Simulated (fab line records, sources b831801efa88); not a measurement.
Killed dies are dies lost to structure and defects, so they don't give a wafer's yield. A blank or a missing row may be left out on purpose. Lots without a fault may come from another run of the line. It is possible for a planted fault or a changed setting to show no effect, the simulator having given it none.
One fault through the eyes of 2 desks / flow sky130 / each desk has only its own numbers; what lay behind them comes last

THE TOOL OWNER'S DESK: pecvd-02
The tool's own readings at SKY_CAPM_CVD_00 (deposits SiO2, target thk 15.5 nm): means of the sampled wafers that have a number, for each lot that ran on this tool. Marked OUT: a lot whose mean sits more than 4 standard deviations from the usual mean, which makes it out of limits; the brackets give that distance.
Columns: A = heater-power-w at SKY_CAPM_CVD_00, usual 721 W; B = rf-fwd-power-W at SKY_CAPM_CVD_00, usual 441.8 W
lot=L681; first seen here=day 38 13:49; A=575; B=441.0
lot=L683; first seen here=day 39 03:47; A=674; B=396.0 (-21) OUT
lot=L684; first seen here=day 39 20:26; A=700; B=417.0 (-11) OUT
This desk's finding: out of limits on L683, L684; first on L683, day 39 03:47 (rf-fwd-power-W at SKY_CAPM_CVD_00). L681: within limits.

AT THE METROLOGY DESK
What the gauges read for every lot (on any tool): the sampled wafers with a number, averaged. Marked OUT: a lot whose mean sits more than 4 standard deviations from the usual mean, which makes it out of limits; the brackets give that distance. Only the readings that lie furthest out on some lot appear, 7 of the 8 it has.
Columns: A = VIA2_W_RS at SKY_VIA2_RS_MEAS_22, usual 0.2736 ohm/sq; B = VIA2_W_THK at SKY_VIA2_THK_MEAS_23, usual 419 nm; C = CAPM_CVD_00_THK at SKY_CAPM_THK_MEAS_01, usual 15.52 nm; D = CAPM_TIN_RS at SKY_CAPM_RS_MEAS_03, usual 6.87 ohm/sq; E = CAPM_TIN_THK at SKY_CAPM_THK_MEAS_04, usual 202.8 nm; F = CAPM_OVL at SKY_CAPM_OVL_MEAS_12, usual 1.2 nm; G = METAL3_OVL at SKY_METAL3_OVL_MEAS_14, usual -5 nm
lot=L681; first seen here=day 38 13:11; A=0.2749; B=414; C=15.56; D=6.80; E=205.0; F=0.0; G=0
lot=L683; first seen here=day 39 03:09; A=0.2728; B=423; C=15.20; D=6.90; E=203.4; F=2.6; G=-8
lot=L684; first seen here=day 39 19:48; A=0.2712; B=422; C=15.46; D=6.84; E=205.4; F=2.7; G=-11
lot=L689; first seen here=day 41 06:13; A=0.2768; B=410; C=15.35; D=6.88; E=203.4; F=2.0; G=-0
lot=L695; first seen here=day 42 15:55; A=0.2735; B=422; C=15.52; D=6.94; E=203.5; F=1.0; G=-2
lot=L697; first seen here=day 43 16:28; A=0.2735; B=420; C=15.51; D=6.85; E=202.2; F=0.6; G=-1
This desk's verdict: no lot among the 6 shows anything out of limits.

BROUGHT TOGETHER
On L683, L684, at day 39 03:47, an alarm was possible from the tool owner's desk.
Metrology desk: nothing out of limits seen.
The metrology desk has L683, L684 on record, within its limits.
The lots listed all ran SKY_CAPM_CVD_00 on pecvd-02.

WHAT THE SIMULATOR HAD INSERTED
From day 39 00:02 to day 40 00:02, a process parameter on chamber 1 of pecvd-02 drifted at SKY_CAPM_CVD_00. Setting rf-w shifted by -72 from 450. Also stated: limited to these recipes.
Lots struck among those shown: L683, L684.
Delay in hours, fault start to first out-of-limits reading, by desk: the tool owner's desk at 4.
